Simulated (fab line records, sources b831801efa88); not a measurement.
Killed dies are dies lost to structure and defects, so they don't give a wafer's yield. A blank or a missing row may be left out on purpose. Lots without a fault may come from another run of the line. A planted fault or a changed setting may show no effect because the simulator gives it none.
Problem report in the 8D (eight disciplines) form, filled by code | flow gf180mcu | the parts of the form that need people (team, actions taken, sign-off) are left out

1. THE PROBLEM
HV_LDD_2_TW at GF_HV_LDD_TW_MEAS_23 reads a mean of 1020 on 6 wafers of 2 lots; wafers without a fault read 1063 with a standard deviation of 7.9. That is -5.4 standard deviations from the usual mean.
First seen on wafer L781.1, day 13 17:13, on film_metro-04. The record holds 42 wafers of 14 lots with a number at this step. Rule for "out", or "out of limits": more than 4 standard deviations from the usual mean. The other wafers with a number count as sound.

2. WHAT IT IS AND WHAT IT IS NOT
question                    | is                     | is not
which readings at this step | HV_LDD_2_TW            | -
which lots                  | L781, L784             | L774, L775, L776, L777, L779, L787, L791, L792, L793, L794, L795, L796
which wafers of those lots  | all that have a number | -
read on which gauges        | film_metro-04          | film_metro-01, film_metro-03
when                        | from day 13 17:13      | up to then (15 sound wafers); but 21 sound wafers of L787, L791, L792, L793, L794, L795, L796 came after

3. SUSPECTS, AND WHAT RULES EACH OUT
Counting: a tool at a process step up to the reading stays a suspect if it ran every lot that is out and no sound lot after the first of them.
- the gauge at GF_HV_LDD_TW_MEAS_23: ruled out. All the wafers that are out were read on film_metro-04, but those of them that GF_HV_LDD_IMPLANT_21 has rows for are out there too, on other tools.
- implanter-02 at GF_HV_LDD_IMPLANT_21: ruled out as a lasting fault. Sound lots L791, L793, L796 ran on it after its first lot that is out, L781 (day 13 16:58).
Left after counting: nothing in the record.

4. THE CAUSE (what the simulator had put in)
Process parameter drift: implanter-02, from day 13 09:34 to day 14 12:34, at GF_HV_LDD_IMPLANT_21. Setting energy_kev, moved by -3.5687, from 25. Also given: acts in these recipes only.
Counting ruled it out, wrongly: the rule takes a fault to strike every lot that its tool runs from its start on, and this one did not.

5. THE CHAIN OF EFFECTS, in route order
Each row: a reading whose mean over the struck wafers that have a number lies more than 3 standard deviations from the usual. Only readings for which the record gives a usual standard deviation are gone through. hours: the time from each lot's start at the first step in this table that gives one to its start at this step, as a median over the lots. sigmas: the change in usual standard deviations.
hours | step                 | reading         | usual  | on struck wafers | change | sigmas
0     | GF_HV_LDD_IMPLANT_21 | beam_energy_keV | 25.001 | 21.430           | -3.571 | -99 or more
0     | GF_HV_LDD_TW_MEAS_23 | HV_LDD_2_TW     | 1063   | 1020             | -43    | -5.4
The process steps in it:
- GF_HV_LDD_IMPLANT_21
Later measuring or inspecting steps at which every struck wafer that the step has a row for has a number for every such reading, and none has moved that far: GF_HV_LDD_CD_MEAS_46.

6. WHAT WOULD HAVE CAUGHT IT SOONER
In this record the first reading out of limits at a measuring or inspecting step was taken at day 13 17:13, 8 hours after the fault began at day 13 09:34.
The tool's own readings at GF_HV_LDD_IMPLANT_21 were out on every struck wafer that the step has a row for (beam_energy_keV): an alarm limit on them would have fired on the first of those.
